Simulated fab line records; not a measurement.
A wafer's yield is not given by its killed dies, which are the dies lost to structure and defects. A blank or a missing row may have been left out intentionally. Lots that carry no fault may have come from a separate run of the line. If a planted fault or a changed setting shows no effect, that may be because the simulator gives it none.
fab line records	flow sky130
record: lots: 6	wafers: 18	last_day: 50
route steps=708 shown VT_ADJUST_PCH@153 SONOS_TUNNEL@154 SONOS_ONO@168 GATE_OXIDE@187 PAD_OPEN@708
lots untouched by any fault: they come from a run of this same line in which no faults occurred
start_h: the number of hours between the record's first day and the start of the first shown wafer of the lot	wait_h: how many hours have passed since the lot's step before this one	" repeats the value in the row above	L1.1+2: a single row standing in for several wafers	- no value, or no start given	* or withheld: withheld	< > ~ a bound
route shown NAME@n: NAME is a module with steps in the file, n the number in the route of the first one	usual: the fault-free wafers' mean and standard deviation	same: alike in all rows	chamber/n: place in a boat	sites: readings site by site	_std_site: how widely they spread, as a standard deviation	_edge_site: inner sites' mean taken away from outer sites' mean	radius_mm: for every site, how far away it sits from the centre of the wafer	mask NAME#n: copy n	behind: tool/chamber where the wafer was last shaped	hold: why the lot was held/for how many hours/how that ended	device: the transistor (n, p or np) that didn't switch	end of line: the tests these same wafers got at the end of their route	where a step has no rows: the recipe by itself	killed: dies lost to structure and defects at the first sort, not the wafer's yield	map: dies across one wafer; x = killed, . = not, _ = none there
set.NAME: the setting the step ran with; set.NAME@STEP: the setting that earlier step ran with	model.NAME: the simulator's own value behind a step, which no gauge read
lots seen at some steps along the route; tables by step, rows by wafer
services: from which hour (start_h, from the record's first day; less than 0 if before it) a tool's chamber was out of use, for how many hours, and why
== steps ==
step: SKY_VT_ADJUST_PCH_TW_MEAS_10
usual: VT_ADJUST_PCH_TW: 142.2/0.74
lot.wafer	tool	chamber	start_h	wait_h	VT_ADJUST_PCH_TW
L855.2	film_metro-02	-	232.75	0.1	142.0
L855.5	"	-	"	"	142.1
L855.6	"	-	"	"	141.9
L859.1	film_metro-02	-	257.54	0.1	142.4
L859.2	"	-	"	"	141.5
L859.3	"	-	"	"	142.5
L864.2	film_metro-02	-	299.93	0.1	141.5
L864.3	"	-	"	"	141.9
L864.5	"	-	"	"	142.2
L866.1	film_metro-03	-	314.79	0.1	142.7
L866.3	"	-	"	"	143.1
L866.5	"	-	"	"	143.0
L868.3	film_metro-04	-	327.24	0.1	143.1
L868.5	"	-	"	"	142.1
L868.6	"	-	"	"	142.4
L876.2	film_metro-04	-	388.23	0.1	143.0
L876.4	"	-	"	"	143.1
L876.5	"	-	"	"	144.0
step: SKY_SONOS_TUNNEL_DEHYDRATE_00
recipe: temp_c: 200	time_s: 60
step: SKY_SONOS_TUNNEL_HMDS_01
recipe: prime_time_s: 60	prime_temp_c: 120
step: SKY_SONOS_TUNNEL_COAT_02
recipe: resist: NOVOLAK	spin_rpm: 3000	resist_thk_nm: 1124
step: SKY_SONOS_TUNNEL_SOFTBAKE_03
recipe: temp_c: 90	time_s: 60	resist: NOVOLAK
step: SKY_SONOS_TUNNEL_EXPOSE_04
recipe: mask_id: TUNM	na: 0.6	source_shape: conventional	sigma_outer: 0.6	polarization: unpolarized	target_cd_nm: 410	dose_mj: 136
step: SKY_SONOS_TUNNEL_PEB_05
recipe: temp_c: withheld	time_s: *	resist: NOVOLAK
step: SKY_SONOS_TUNNEL_DEVELOP_06
recipe: resist: NOVOLAK	developer: TMAH	develop_time_s: 60	dev_temp_c: 23
step: SKY_SONOS_TUNNEL_CD_MEAS_07
recipe: target_cd_nm: 410
usual: cd_nm: 411.0/2.3
lot.wafer	tool	chamber	start_h	wait_h	cd_nm
L855.2	cd_sem-01	-	255.21	0.1	408.4
L855.5	"	-	"	"	408.3
L855.6	"	-	"	"	408.8
L859.1	cd_sem-02	-	280.64	0.1	411.0
L859.2	"	-	"	"	411.4
L859.3	"	-	"	"	412.8
L864.2	cd_sem-01	-	325.01	0.1	412.8
L864.3	"	-	"	"	412.6
L864.5	"	-	"	"	412.2
L866.1	cd_sem-02	-	340.79	0.1	407.4
L866.3	"	-	"	"	409.0
L866.5	"	-	"	"	409.8
L868.3	cd_sem-01	-	354.87	0.1	408.1
L868.5	"	-	"	"	408.7
L868.6	"	-	"	"	408.9
L876.2	cd_sem-01	-	417.85	0.1	409.4
L876.4	"	-	"	"	409.3
L876.5	"	-	"	"	409.0
step: SKY_SONOS_TUNNEL_OVL_MEAS_08
usual: SONOS_TUNNEL_OVL: -0.6/1.2
lot.wafer	tool	chamber	start_h	wait_h	SONOS_TUNNEL_OVL[nm]
L855.2	overlay-02	-	255.32	0.1	-1.8
L855.5	"	-	"	"	0.3
L855.6	"	-	"	"	-1.4
L859.1	overlay-01	-	280.76	0.1	-0.2
L859.2	"	-	"	"	-0.4
L859.3	"	-	"	"	-0.4
L864.2	overlay-02	-	325.12	0.1	0.1
L864.3	"	-	"	"	1.2
L864.5	"	-	"	"	0.5
L866.1	overlay-01	-	340.91	0.1	-2.5
L866.3	"	-	"	"	-0.1
L866.5	"	-	"	"	-1.3
L868.3	overlay-01	-	354.96	0.1	-0.5
L868.5	"	-	"	"	0.4
L868.6	"	-	"	"	-1.2
L876.2	overlay-01	-	417.96	0.1	-0.8
L876.4	"	-	"	"	-1.5
L876.5	"	-	"	"	-0.4
step: SKY_SONOS_TUNNEL_IMPLANT_09
recipe: species: B	energy_kev: 20	dose_cm2: 1e+12	tilt_deg: withheld
step: SKY_SONOS_TUNNEL_WET_ETCH_10
recipe: chemistry: dHF	target_depth_nm: 14	target: SiO2	dilution: 100:1	temp_c: 25	time_s: 280
step: SKY_SONOS_TUNNEL_STRIP_11
recipe: chemistry: SPM	time_s: 600	temp_c: 130
usual: temp_c: 130.01/0.13
lot.wafer	tool	chamber	start_h	wait_h	temp_c
L855.2	wet_bench-02	0	255.58	0.0	130.17
L855.5	"	0	"	"	130.03
L855.6	"	0	"	"	130.25
L859.1	wet_bench-02	3	281.04	0.0	129.92
L859.2	"	3	"	"	129.80
L859.3	"	3	"	"	129.84
L864.2	wet_bench-02	3	325.39	0.0	129.92
L864.3	"	3	"	"	130.00
L864.5	"	3	"	"	129.94
L866.1	wet_bench-02	1	341.18	0.0	129.95
L866.3	"	1	"	"	130.21
L866.5	"	1	"	"	130.16
L868.3	wet_bench-01	1	355.23	0.0	130.00
L868.5	"	1	"	"	129.97
L868.6	"	1	"	"	129.85
L876.2	wet_bench-02	2	418.23	0.0	130.03
L876.4	"	2	"	"	130.14
L876.5	"	2	"	"	130.13
step: SKY_SONOS_TUNNEL_TW_MEAS_12
usual: SONOS_TUNNEL_TW: 196.9/1.2
lot.wafer	tool	chamber	start_h	wait_h	SONOS_TUNNEL_TW
L855.2	film_metro-01	-	255.77	0.0	200.3
L855.5	"	-	"	"	199.9
L855.6	"	-	"	"	199.0
L859.1	film_metro-02	-	281.22	0.0	196.3
L859.2	"	-	"	"	195.8
L859.3	"	-	"	"	194.9
L864.2	film_metro-04	-	325.58	0.0	197.8
L864.3	"	-	"	"	197.0
L864.5	"	-	"	"	197.0
L866.1	film_metro-04	-	341.36	0.0	196.6
L866.3	"	-	"	"	195.6
L866.5	"	-	"	"	195.9
L868.3	film_metro-01	-	355.42	0.0	197.4
L868.5	"	-	"	"	197.8
L868.6	"	-	"	"	197.4
L876.2	film_metro-01	-	418.59	0.0	195.9
L876.4	"	-	"	"	195.4
L876.5	"	-	"	"	195.9
step: SKY_SONOS_TUNNEL_CLEAN_13
recipe: chemistry: dHF	time_s: 20	dilution: 100:1	dry: ipa_marangoni
step: SKY_SONOS_ONO_OXIDATION_00
recipe: temp_c: 800	ambient: O2	idle_temp_c: 700	ramp_up_c_per_min: 10	ramp_down_c_per_min: 3	stabilise_s: 600	purge_s: 300	target_thk_a: 26	ox_time_s: 1249
step: SKY_SONOS_ONO_THK_MEAS_01
recipe: reads: SiO2_of_SONOS_ONO_OXIDATION_00
usual: SONOS_ONO_OXIDATION_THK: 2.60/0.06
lot.wafer	tool	chamber	start_h	wait_h	SONOS_ONO_OXIDATION_THK[nm]
L855.2	film_metro-01	-	259.21	0.0	2.60
L855.5	"	-	"	"	2.56
L855.6	"	-	"	"	2.54
L859.1	film_metro-03	-	283.76	0.0	2.60
L859.2	"	-	"	"	2.65
L859.3	"	-	"	"	2.58
L864.2	film_metro-03	-	330.35	0.0	2.66
L864.3	"	-	"	"	2.60
L864.5	"	-	"	"	2.57
L866.1	film_metro-01	-	343.28	0.0	2.53
L866.3	"	-	"	"	2.62
L866.5	"	-	"	"	2.60
L868.3	film_metro-01	-	359.26	0.0	2.62
L868.5	"	-	"	"	2.59
L868.6	"	-	"	"	2.57
L876.2	film_metro-04	-	420.88	0.0	2.56
L876.4	"	-	"	"	2.48
L876.5	"	-	"	"	2.53
step: SKY_SONOS_ONO_CVD_02
recipe: material: Si3N4	precursor: DCS/NH3	target_thk_nm: 10.5	temp_c: 770	time_s: 180	pressure_mtorr: 250
step: SKY_SONOS_ONO_THK_MEAS_03
recipe: reads: Si3N4_of_SONOS_ONO_CVD_02
usual: SONOS_ONO_CVD_02_THK: 10.51/0.15
lot.wafer	tool	chamber	start_h	wait_h	SONOS_ONO_CVD_02_THK[nm]
L855.2	film_metro-03	-	263.39	0.0	10.47
L855.5	"	-	"	"	10.50
L855.6	"	-	"	"	10.51
L859.1	film_metro-04	-	287.68	0.0	10.86
L859.2	"	-	"	"	10.78
L859.3	"	-	"	"	10.79
L864.2	film_metro-01	-	332.57	0.0	10.59
L864.3	"	-	"	"	10.58
L864.5	"	-	"	"	10.64
L866.1	film_metro-01	-	344.83	0.0	10.20
L866.3	"	-	"	"	10.30
L866.5	"	-	"	"	10.27
L868.3	film_metro-03	-	361.70	0.0	10.67
L868.5	"	-	"	"	10.76
L868.6	"	-	"	"	10.51
L876.2	film_metro-03	-	421.99	0.0	10.71
L876.4	"	-	"	"	10.77
L876.5	"	-	"	"	10.81
step: SKY_SONOS_ONO_CVD_04
recipe: material: SiO2	precursor: SiH4/N2O	target_thk_nm: 5.7199	temp_c: 900	pressure_mtorr: 400
step: SKY_SONOS_ONO_THK_MEAS_05
recipe: reads: SiO2_of_SONOS_ONO_CVD_04
usual: SONOS_ONO_CVD_04_THK: 5.72/0.091
lot.wafer	tool	chamber	start_h	wait_h	SONOS_ONO_CVD_04_THK[nm]
L855.2	film_metro-04	-	264.70	0.0	5.80
L855.5	"	-	"	"	5.70
L855.6	"	-	"	"	5.80
L859.1	film_metro-04	-	288.99	0.0	5.84
L859.2	"	-	"	"	5.73
L859.3	"	-	"	"	5.65
L864.2	film_metro-01	-	333.88	0.0	5.75
L864.3	"	-	"	"	5.65
L864.5	"	-	"	"	5.53
L866.1	film_metro-04	-	346.14	0.0	5.77
L866.3	"	-	"	"	5.82
L866.5	"	-	"	"	5.87
L868.3	film_metro-01	-	363.01	0.0	5.92
L868.5	"	-	"	"	5.85
L868.6	"	-	"	"	5.90
L876.2	film_metro-03	-	423.30	0.0	5.82
L876.4	"	-	"	"	5.78
L876.5	"	-	"	"	5.74
step: SKY_SONOS_ONO_DEHYDRATE_06
recipe: temp_c: 200	time_s: 60
step: SKY_SONOS_ONO_HMDS_07
recipe: prime_time_s: 60	prime_temp_c: 120
step: SKY_SONOS_ONO_COAT_08
recipe: resist: NOVOLAK	spin_rpm: 3000	resist_thk_nm: 1140
step: SKY_SONOS_ONO_SOFTBAKE_09
recipe: temp_c: 90	time_s: 60	resist: NOVOLAK
step: SKY_SONOS_ONO_EXPOSE_10
recipe: mask_id: ONOM	target_cd_nm: 410	na: 0.6	source_shape: conventional	sigma_outer: 0.6	dose_mj: 150
step: SKY_SONOS_ONO_PEB_11
recipe: temp_c: withheld	time_s: *	resist: NOVOLAK
step: SKY_SONOS_ONO_DEVELOP_12
recipe: develop_time_s: 60	dev_temp_c: 23
step: SKY_SONOS_ONO_CD_MEAS_13
recipe: target_cd_nm: 410
usual: cd_nm: 409.3/2.2
lot.wafer	tool	chamber	start_h	wait_h	cd_nm
L855.2	cd_sem-02	-	289.40	0.1	406.5
L855.5	"	-	"	"	407.8
L855.6	"	-	"	"	405.4
L859.1	cd_sem-02	-	314.74	0.1	407.2
L859.2	"	-	"	"	405.8
L859.3	"	-	"	"	406.2
L864.2	cd_sem-02	-	360.80	0.1	411.2
L864.3	"	-	"	"	410.6
L864.5	"	-	"	"	413.9
L866.1	cd_sem-01	-	373.35	0.1	410.3
L866.3	"	-	"	"	410.5
L866.5	"	-	"	"	409.6
L868.3	cd_sem-02	-	391.23	0.1	409.7
L868.5	"	-	"	"	413.5
L868.6	"	-	"	"	410.0
L876.2	cd_sem-02	-	454.30	0.1	412.2
L876.4	"	-	"	"	412.0
L876.5	"	-	"	"	411.8
step: SKY_SONOS_ONO_OVL_MEAS_14
usual: SONOS_ONO_OVL: 0.2/1.2
lot.wafer	tool	chamber	start_h	wait_h	SONOS_ONO_OVL[nm]
L855.2	overlay-02	-	289.51	0.1	2.0
L855.5	"	-	"	"	1.4
L855.6	"	-	"	"	0.6
L859.1	overlay-01	-	314.86	0.1	-1.2
L859.2	"	-	"	"	-0.4
L859.3	"	-	"	"	-1.4
L864.2	overlay-02	-	360.91	0.1	0.6
L864.3	"	-	"	"	-0.6
L864.5	"	-	"	"	1.8
L866.1	overlay-01	-	373.47	0.1	0.7
L866.3	"	-	"	"	1.3
L866.5	"	-	"	"	1.7
L868.3	overlay-02	-	391.32	0.1	3.2
L868.5	"	-	"	"	1.3
L868.6	"	-	"	"	0.2
L876.2	overlay-01	-	454.41	0.1	-1.6
L876.4	"	-	"	"	0.9
L876.5	"	-	"	"	-1.5
step: SKY_SONOS_ONO_ETCH_15
recipe: target_depth_nm: 19.52	chemistry: CHF3/O2	source_w: 600	bias_w: 200	pressure_mtorr: 40	chf3_flow_sccm: 50	O2_flow_sccm: 5	time_s: 7.8
usual: bias_w: 200.0/0.62	chf3_flow_sccm: 50.00/0.16	drypump_motor_current_A: 5.8/0.45	oes_product_au: 0.995/0.014	throttle_valve_pct: 8.822/0.011
lot.wafer	tool	chamber	start_h	wait_h	bias_w	chf3_flow_sccm	drypump_motor_current_A	oes_product_au	rf_hours_counter_h	throttle_valve_pct
L855.2	rie_diel-01	0	289.54	0.0	200.0	50.10	5.5	1.002	30	8.847
L855.5	"	3	"	"	200.2	50.31	6.1	0.980	-	8.819
L855.6	"	0	"	"	199.4	50.22	5.5	0.992	-	8.817
L859.1	rie_diel-02	3	314.90	0.0	200.0	49.95	5.9	0.986	56	8.821
L859.2	"	0	"	"	199.7	49.91	5.2	0.988	19	8.819
L859.3	"	1	"	"	199.8	49.94	4.9	0.972	7	8.808
L864.2	rie_diel-03	3	360.94	0.0	201.1	49.82	6.4	0.990	43	8.830
L864.3	"	2	"	"	199.2	49.89	5.9	0.998	67	8.832
L864.5	"	3	"	"	200.0	49.76	6.4	0.997	-	8.828
L866.1	rie_diel-03	3	373.51	0.0	200.0	49.74	6.4	0.998	43	8.834
L866.3	"	1	"	"	200.7	50.01	6.0	0.977	24	8.819
L866.5	"	3	"	"	199.1	50.10	6.4	1.000	-	8.821
L868.3	rie_diel-01	0	391.35	0.0	199.9	50.26	5.5	1.014	32	8.815
L868.5	"	3	"	"	200.6	50.08	6.0	0.989	-	8.824
L868.6	"	0	"	"	199.6	50.16	5.5	1.011	-	8.834
L876.2	rie_diel-01	0	454.44	0.0	201.1	50.18	5.5	1.010	34	8.830
L876.4	"	1	"	"	200.5	49.97	6.1	1.014	2	8.824
L876.5	"	2	"	"	200.3	50.01	5.5	1.010	-	8.824
step: SKY_SONOS_ONO_WET_ETCH_16
recipe: chemistry: dHF	target_depth_nm: 14	dry: n2_spin	target: SiO2	dilution: 100:1	temp_c: 25	time_s: 280
step: SKY_SONOS_ONO_STRIP_17
recipe: chemistry: O2/N2	power_w: 1400	pressure_mtorr: 1500	platen_temp_c: withheld	o2_flow_sccm: 3000	n2_flow_sccm: 300	overash_fraction: 0.5
usual: drypump_motor_current_A: 5.85/0.26	oes_product_au: 0.709/0.0047	strip_time_to_endpoint_s: 14.09/0.04
lot.wafer	tool	chamber	start_h	wait_h	drypump_motor_current_A	oes_product_au	rf_hours_counter_h	strip_time_to_endpoint_s
L855.2	plasma_asher-01	1	289.65	0.0	5.95	0.712	60	14.06
L855.5	"	0	"	"	6.22	0.710	-	14.07
L855.6	"	1	"	"	5.93	0.705	-	13.99
L859.1	plasma_asher-02	1	315.00	0.0	5.72	0.709	51	14.08
L859.2	"	0	"	"	6.00	0.704	51	14.11
L859.3	"	1	"	"	5.72	0.709	-	14.15
L864.2	plasma_asher-03	1	361.05	0.0	5.56	0.707	20	14.14
L864.3	"	1	"	"	5.56	0.702	-	14.06
L864.5	"	0	"	"	5.51	0.711	-	14.03
L866.1	plasma_asher-03	0	373.62	0.0	5.48	0.710	21	14.12
L866.3	"	0	"	"	5.50	0.708	-	14.11
L866.5	"	1	"	"	5.56	0.705	-	14.07
L868.3	plasma_asher-03	1	391.57	0.0	5.59	0.709	-	14.07
L868.5	"	0	"	"	5.50	0.705	-	14.12
L868.6	"	1	"	"	5.58	0.707	-	14.07
L876.2	plasma_asher-01	0	454.90	0.0	6.24	0.714	2	14.10
L876.4	"	1	"	"	5.89	0.709	-	14.14
L876.5	"	1	"	"	5.88	0.705	-	14.10
step: SKY_SONOS_ONO_WET_ETCH_18
recipe: chemistry: H3PO4	target_depth_nm: 15	target: Si3N4	temp_c: 160	time_s: 172
step: SKY_GATE_OXIDE_CLEAN_00
recipe: chemistry: SC1/SC2	mix: 1:4:20	temp_c: 70	time_s: 150	dry: n2_spin
step: SKY_GATE_OXIDE_OXIDATION_01
recipe: temp_c: 900	ambient: O2	stabilise_s: 600	purge_s: 300	target_thk_a: 102.68	ox_time_s: 1473
step: SKY_GATE_OXIDE_THK_MEAS_02
recipe: reads: SiO2_of_GATE_OXIDE_OXIDATION_01
usual: GATE_OXIDE_OXIDATION_00_THK: 10.22/0.21
lot.wafer	tool	chamber	start_h	wait_h	GATE_OXIDE_OXIDATION_00_THK[nm]
L855.2	film_metro-03	-	291.29	0.0	10.17
L855.5	"	-	"	"	10.12
L855.6	"	-	"	"	10.17
L859.1	film_metro-01	-	318.86	0.0	10.49
L859.2	"	-	"	"	10.19
L859.3	"	-	"	"	10.14
L864.2	film_metro-02	-	363.34	0.0	10.23
L864.3	"	-	"	"	10.32
L864.5	"	-	"	"	10.34
L866.1	film_metro-03	-	375.23	0.0	10.42
L866.3	"	-	"	"	10.48
L866.5	"	-	"	"	10.41
L868.3	film_metro-01	-	393.88	0.0	10.21
L868.5	"	-	"	"	10.07
L868.6	"	-	"	"	10.25
L876.2	film_metro-02	-	456.74	0.0	10.23
L876.4	"	-	"	"	10.36
L876.5	"	-	"	"	10.37
step: SKY_GATE_OXIDE_DEHYDRATE_03
recipe: temp_c: 200	time_s: 60
step: SKY_GATE_OXIDE_HMDS_04
recipe: prime_time_s: 60	prime_temp_c: 120
step: SKY_GATE_OXIDE_COAT_05
recipe: resist: NOVOLAK	spin_rpm: 3000	resist_thk_nm: 1140
step: SKY_GATE_OXIDE_SOFTBAKE_06
recipe: temp_c: 90	time_s: 60	resist: NOVOLAK
step: SKY_GATE_OXIDE_EXPOSE_07
recipe: mask_id: LVOM	na: 0.6	source_shape: conventional	sigma_outer: 0.6	polarization: unpolarized	target_cd_nm: 600	dose_mj: 170
step: SKY_PAD_OPEN_PROBE_99
usual: killed_at_M0_to_M3: 43/6.6	killed_at_M4_up: 2.9/1.8	killed_at_contacts: 25/5.3	killed_at_front_end: 15/4.1	killed_at_other: 0.3/0.6	killed_dies: 86/8.8	killed_open: 47/6.7	killed_short: 39/6.2
same: gross_dies: 492	killed_at_back_side: 0
lot.wafer	tool	chamber	start_h	wait_h	hold	killed_at_M0_to_M3	killed_at_M4_up	killed_at_contacts	killed_at_front_end	killed_at_other	killed_dies	killed_open	killed_short
L855.2	prober-01	-	1080.33	0.1	-	43	4	23	17	1	88	51	37
L855.5	prober-01	-	1080.48	0.2	-	35	3	25	13	0	76	47	29
L855.6	prober-01	-	1080.53	0.2	-	43	3	24	12	0	82	47	35
L859.1	prober-01	-	1101.36	0.1	-	46	2	15	15	0	78	42	36
L859.2	prober-01	-	1101.41	0.1	-	44	2	29	16	0	91	48	43
L859.3	prober-01	-	1101.46	0.2	-	39	6	36	8	1	90	48	42
L864.2	prober-01	-	1136.19	0.1	await_dispo/3.0h/release	35	4	34	57	0	130	46	38
L864.3	prober-01	-	1136.24	0.2	await_dispo/3.0h/release	35	2	13	59	0	109	37	25
L864.5	prober-01	-	1136.34	0.2	await_dispo/3.0h/release	51	1	34	58	1	145	58	38
L866.1	prober-01	-	1141.66	0.1	await_dispo/2.8h/release	37	1	28	63	2	131	45	38
L866.3	prober-01	-	1141.76	0.2	await_dispo/2.8h/release	40	1	32	69	0	142	53	38
L866.5	prober-01	-	1141.86	0.2	await_dispo/2.8h/release	56	5	18	71	1	151	55	38
L868.3	prober-01	-	1154.56	0.2	-	50	6	18	15	0	89	50	39
L868.5	prober-01	-	1154.66	0.2	-	43	3	25	19	0	90	49	39
L868.6	prober-01	-	1154.71	0.2	-	37	3	24	23	0	87	48	39
L876.2	prober-01	-	1199.14	0.1	-	41	0	33	11	2	87	45	41
L876.4	prober-01	-	1199.24	0.2	-	43	2	26	7	1	79	38	40
L876.5	prober-01	-	1199.29	0.2	-	45	3	29	19	1	97	58	38
killed by level:class
L855.2 VIA2:geometric_particle:open=10 VIA1:geometric_particle:open=9 POLY_GATE:geometric_particle:open=8 LI_CONTACT:geometric_particle:open=8 METAL2:geometric_particle:short=8 CONTACT:geometric_particle:open=7 METAL3:geometric_particle:short=5 POLY_GATE:geometric_particle:short=3
L855.5 LI_CONTACT:geometric_particle:open=10 CONTACT:geometric_particle:open=10 VIA2:geometric_particle:open=8 VIA2:geometric_particle:short=6 FIELD_ISO:geometric_particle:open=4 METAL2:geometric_particle:short=4 METAL3:geometric_particle:short=4 FIELD_ISO:geometric_particle:short=3
L855.6 VIA1:geometric_particle:open=10 LI_CONTACT:geometric_particle:open=8 METAL1:geometric_particle:short=7 VIA2:geometric_particle:open=6 CONTACT:geometric_particle:open=6 VIA1:geometric_particle:short=5 METAL2:geometric_particle:short=5 FIELD_ISO:geometric_particle:open=4
L859.1 VIA2:geometric_particle:open=10 VIA1:geometric_particle:open=8 VIA3:geometric_particle:open=7 METAL1:geometric_particle:short=6 FIELD_ISO:geometric_particle:short=5 CONTACT:geometric_particle:open=5 CONTACT:geometric_particle:short=5 VIA1:geometric_particle:short=4
L859.2 LI_CONTACT:geometric_particle:open=11 VIA1:geometric_particle:open=11 VIA2:geometric_particle:open=8 VIA1:geometric_particle:short=7 CONTACT:geometric_particle:short=6 FIELD_ISO:geometric_particle:short=5 LOCAL_INTERCONNECT:geometric_particle:short=5 POLY_GATE:geometric_particle:short=4
L859.3 CONTACT:geometric_particle:open=16 VIA1:geometric_particle:short=8 VIA1:geometric_particle:open=8 LI_CONTACT:geometric_particle:open=6 CONTACT:geometric_particle:short=6 LOCAL_INTERCONNECT:geometric_particle:short=5 VIA3:geometric_particle:open=5 VIA3:geometric_particle:short=5
L864.2 SONOS_TUNNEL:unspecified=46 CONTACT:geometric_particle:open=11 LI_CONTACT:geometric_particle:open=10 VIA1:geometric_particle:open=7 FIELD_ISO:geometric_particle:open=6 METAL2:geometric_particle:short=6 CONTACT:geometric_particle:short=6 VIA3:geometric_particle:open=5
L864.3 SONOS_TUNNEL:unspecified=47 VIA3:geometric_particle:open=10 LI_CONTACT:geometric_particle:open=8 METAL2:geometric_particle:short=6 VIA1:geometric_particle:open=5 VIA1:geometric_particle:short=4 FIELD_ISO:geometric_particle:open=3 METAL1:geometric_particle:short=3
L864.5 SONOS_TUNNEL:unspecified=49 VIA3:geometric_particle:open=15 CONTACT:geometric_particle:open=11 LI_CONTACT:geometric_particle:open=10 METAL2:geometric_particle:short=9 VIA1:geometric_particle:open=8 CONTACT:geometric_particle:short=6 FIELD_ISO:geometric_particle:open=5
L866.1 SONOS_TUNNEL:unspecified=46 VIA1:geometric_particle:open=12 CONTACT:geometric_particle:open=9 CONTACT:geometric_particle:short=8 METAL2:geometric_particle:short=7 FIELD_ISO:geometric_particle:open=5 LOCAL_INTERCONNECT:geometric_particle:short=5 METAL1:geometric_particle:short=5
L866.3 SONOS_TUNNEL:unspecified=50 CONTACT:geometric_particle:open=14 VIA1:geometric_particle:open=10 FIELD_ISO:geometric_particle:open=9 LOCAL_INTERCONNECT:geometric_particle:short=7 VIA3:geometric_particle:open=6 LI_CONTACT:geometric_particle:open=5 VIA2:geometric_particle:open=5
L866.5 SONOS_TUNNEL:unspecified=57 VIA1:geometric_particle:open=20 VIA3:geometric_particle:open=9 CONTACT:geometric_particle:open=7 CONTACT:geometric_particle:short=6 VIA2:geometric_particle:open=5 METAL3:geometric_particle:short=5 FIELD_ISO:geometric_particle:short=4
L868.3 VIA2:geometric_particle:open=9 METAL2:geometric_particle:short=7 VIA3:geometric_particle:short=7 FIELD_ISO:geometric_particle:open=6 CONTACT:geometric_particle:open=6 LI_CONTACT:geometric_particle:open=6 METAL1:geometric_particle:short=6 VIA1:geometric_particle:open=5
L868.5 VIA1:geometric_particle:open=10 VIA2:geometric_particle:open=10 CONTACT:geometric_particle:open=9 FIELD_ISO:geometric_particle:open=7 METAL2:geometric_particle:short=6 METAL3:geometric_particle:short=6 FIELD_ISO:geometric_particle:short=5 LI_CONTACT:geometric_particle:open=5
L868.6 CONTACT:geometric_particle:open=11 VIA1:geometric_particle:open=9 FIELD_ISO:geometric_particle:short=7 POLY_GATE:geometric_particle:short=6 METAL2:geometric_particle:short=6 VIA2:geometric_particle:open=5 LI_CONTACT:geometric_particle:open=4 CONTACT:geometric_particle:short=4
L876.2 LOCAL_INTERCONNECT:geometric_particle:short=9 CONTACT:geometric_particle:open=9 VIA1:geometric_particle:open=9 VIA2:geometric_particle:open=8 METAL2:geometric_particle:short=7 LI_CONTACT:geometric_particle:open=5 CONTACT:geometric_particle:short=5 VIA1:geometric_particle:short=5
L876.4 VIA1:geometric_particle:open=10 CONTACT:geometric_particle:open=9 METAL2:geometric_particle:short=9 VIA1:geometric_particle:short=7 LI_CONTACT:geometric_particle:open=6 LOCAL_INTERCONNECT:geometric_particle:short=5 CONTACT:geometric_particle:short=5 VIA3:geometric_particle:open=4
L876.5 VIA1:geometric_particle:open=12 LI_CONTACT:geometric_particle:open=11 CONTACT:geometric_particle:open=10 VIA2:geometric_particle:open=8 POLY_GATE:geometric_particle:short=5 METAL1:geometric_particle:short=5 FIELD_ISO:geometric_particle:open=4 LOCAL_INTERCONNECT:geometric_particle:short=4
map L864.5 (x killed, . not)
__________.....xxxxx_________
________xxx....xxx.xxx_______
______.....x..xxxxxxxxx._____
_____....xx...x.xxxxxxxxx____
____....xx....xxxxxxxxxxx.___
___.xx..x....x..xxxxxxx....__
__..............xxxxxxxxx..._
_.....x.........x.x.x.x...x.x
_....x...x.......x.x.x.x.x...
_....x......x.x..x.....xxx...
_......x...xxx.............x.
_...x....xx...x......x...x...
_.........x...........xx.xx..
_x.............x...x..x..x...
_.x...x...........x....x..x.x
__....x.......xx..........x._
___x.............xx.x.xxx..__
____..x..x..x....x.x......___
_____..........x...x..x.x____
______....x..x.........x_____
________xxx.......x..._______
__________........x._________
map L866.5 (x killed, . not)
__________xx.....x.._________
________..x..x....x..._______
______........xx.....x.._____
_____....xx....xxx.xx..x.____
____..........xxxxxxxxxx..___
___..xx.....xx..xxxxxx.....__
__.....x.....x.xxxxxxxxx...._
_.x...x..x..xxx.xxxxxxxx.....
_...........x.xxxxxxxxxx.....
_x...x........xxxxxxxxxxx....
_....x..x..xx.x.xxx.x.......x
_....x...x..x....xx.x..x.....
_.......xx.......x....xx..x..
_.........xx.......x...xxx..x
_......x.x...x.....x..xx.....
__x.xxx.x..x...........x..x._
___.......x......xx.....x..__
____x..x......x..x.x......___
_____..x...............x.____
______.........x.x...xx._____
________..x...x..x...._______
__________x.....x.x._________
== services ==
tool	chamber	start_h	hours	kind
rie_diel-03	-	267.80	0.2	repair
wet_bench-01	-	278.70	3.2	repair
rie_diel-01	2	283.16	-	clean
rie_diel-01	2	283.16	23.3	scheduled_down
rie_diel-01	2	283.16	23.3	vent_cycle
rie_diel-02	1	284.94	7.3	repair
plasma_asher-03	-	291.60	52.8	repair
rie_diel-01	0	306.30	8.1	repair
rie_diel-03	2	307.56	11.8	repair
rie_diel-01	3	314.39	-	clean
rie_diel-03	2	329.15	4.2	repair
rie_diel-02	-	334.53	2.8	pm
rie_diel-03	3	338.41	14.8	repair
plasma_asher-01	-	342.54	4.0	pm
plasma_asher-02	-	364.16	6.9	repair
rie_diel-03	-	386.31	14.6	pm
plasma_asher-01	-	391.11	0.7	repair
rie_diel-01	3	401.60	37.0	repair
plasma_asher-02	-	414.82	3.0	repair
plasma_asher-01	-	421.25	9.0	pm
rie_diel-03	-	426.80	2.6	repair
rie_diel-02	-	436.48	0.3	repair
rie_diel-02	-	447.71	28.4	repair
plasma_asher-03	-	450.99	2.9	repair
== key ==
first_sign: step: SKY_PAD_OPEN_PROBE_99	reading: killed_at_front_end	direction: up	sigmas: 12	usual: 15	struck: 63
effect: step: SKY_PAD_OPEN_PROBE_99	reading: killed_dies	direction: up	sigmas: 5.6	usual: 86	struck: 135
met_at SKY_SONOS_TUNNEL_STRIP_11
struck_wafers L864.2,L864.3,L864.5,L866.1,L866.3,L866.5
tester_left_out L864,L866
onset_between 281.04 325.39
also_fits SKY_SONOS_ONO_ETCH_15:rie_diel-03
fault: kind: chamber_particle_source	tool: wet_bench-02	chamber: -	onset_h: 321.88	steps: SKY_SONOS_TUNNEL_STRIP_11	rate_per_visit_cm2: 0.72083	end_h: 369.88
tester_left_out: of these lots the tester's yield and bins aren't shown, on N5 and GAA mostly nor the transistor test; their killed dies are dies lost to structure and defects alone, not to doping, threshold or leakage, so they don't give the yield
